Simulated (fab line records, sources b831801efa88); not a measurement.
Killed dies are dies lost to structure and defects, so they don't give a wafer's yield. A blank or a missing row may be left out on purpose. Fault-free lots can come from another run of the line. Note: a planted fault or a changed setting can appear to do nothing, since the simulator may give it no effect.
Code-filled problem report in 8D (eight disciplines) form :: flow sky130 :: the parts of the form that need people (team, actions taken, sign-off) are left out

== 1. PROBLEM STATEMENT ==
Mean of spin speed rpm at SKY_VT_ADJUST_HVTR_COAT_02: 3139.5 rpm across 6 wafers in 2 lots; on wafers with no fault it is 2999.9 rpm (standard deviation 1.9). That puts it +73 standard deviations away from the usual mean.
The step: resist thk 1140 nm.
First observed at day 14 02:01: wafer L330.2, on litho track-02. At this step, 39 wafers from 13 lots have a number in the record. The rule behind "out" and "out of limits": a value lying over 4 standard deviations away from the usual mean. All remaining wafers that have a number are taken as sound.

== 2. WHAT THIS IS AND IS NOT ==
question: which readings at this step
is: spin speed rpm
is not: -

question: which lots
is: L330, L332
is not: L315, L316, L317, L318, L319, L320, L322, L329, L333, L335, L337

question: which wafers of those lots
is: all that have a number
is not: -

question: read on which tools
is: litho track-02
is not: litho track-01, litho track-04

question: when
is: from day 14 02:01
is not: up to then (24 sound wafers); but 9 sound wafers of L333, L335, L337 came after

== 3. SUSPECTS, AND WHAT RULES EACH OUT ==
Counting: any tool at a process step up to the reading is kept as a suspect provided that every lot that is out went through it and no sound lot did after the first of them.
- litho track-02 at SKY_VT_ADJUST_HVTR_COAT_02 (resist thk 1140 nm): kept. It ran every lot that is out, first L330 (day 14 02:01), and no sound lot after that; its last sound lot up to then is L316 (day 9 15:47). Out on those wafers are its own readings of spin speed rpm.
After counting, what remains is litho track-02 at SKY_VT_ADJUST_HVTR_COAT_02.

== 4. THE CAUSE (what the simulator had put in) ==
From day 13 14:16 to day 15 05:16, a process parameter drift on litho track-02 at SKY_VT_ADJUST_HVTR_COAT_02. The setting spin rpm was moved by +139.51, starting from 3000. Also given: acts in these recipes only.
After counting, this tool was the only one left.

== 5. THE CHAIN OF EFFECTS, in route order ==
Each row: a reading whose mean over the struck wafers that have a number lies more than 3 standard deviations from the usual. Only readings whose record carries a usual standard deviation are examined. hours: median over the lots of the time between each lot's start at the first step of this table that gives one and its start at this step. sigmas: the change, counted in usual standard deviations.
hours: 0
step: SKY_VT_ADJUST_HVTR_COAT_02
reading: spin speed rpm
usual: 2999.9 rpm
on struck wafers: 3139.5
change: +139.6
sigmas: +73

hours: 14
step: SKY_VT_ADJUST_HVTR_STRIP_10
reading: strip time to endpoint s
usual: 14.20 s
on struck wafers: 13.87
change: -0.33
sigmas: -8.2
Its process steps:
- SKY_VT_ADJUST_HVTR_COAT_02: resist thk 1140 nm.
- SKY_VT_ADJUST_HVTR_STRIP_10: strips in O2/N2.
Later measuring or inspecting steps at which every struck wafer that the step has a row for has a number for every such reading, and none has moved that far: SKY_VT_ADJUST_HVTR_OVL_MEAS_08, SKY_RES_PROTECT_TW_MEAS_08, SKY_SD_N_TW_MEAS_12.

== 6. HOW IT WOULD HAVE BEEN CAUGHT EARLIER ==
First out-of-limits reading in this record: day 14 02:01, which is 12 hours after fault onset at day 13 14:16.
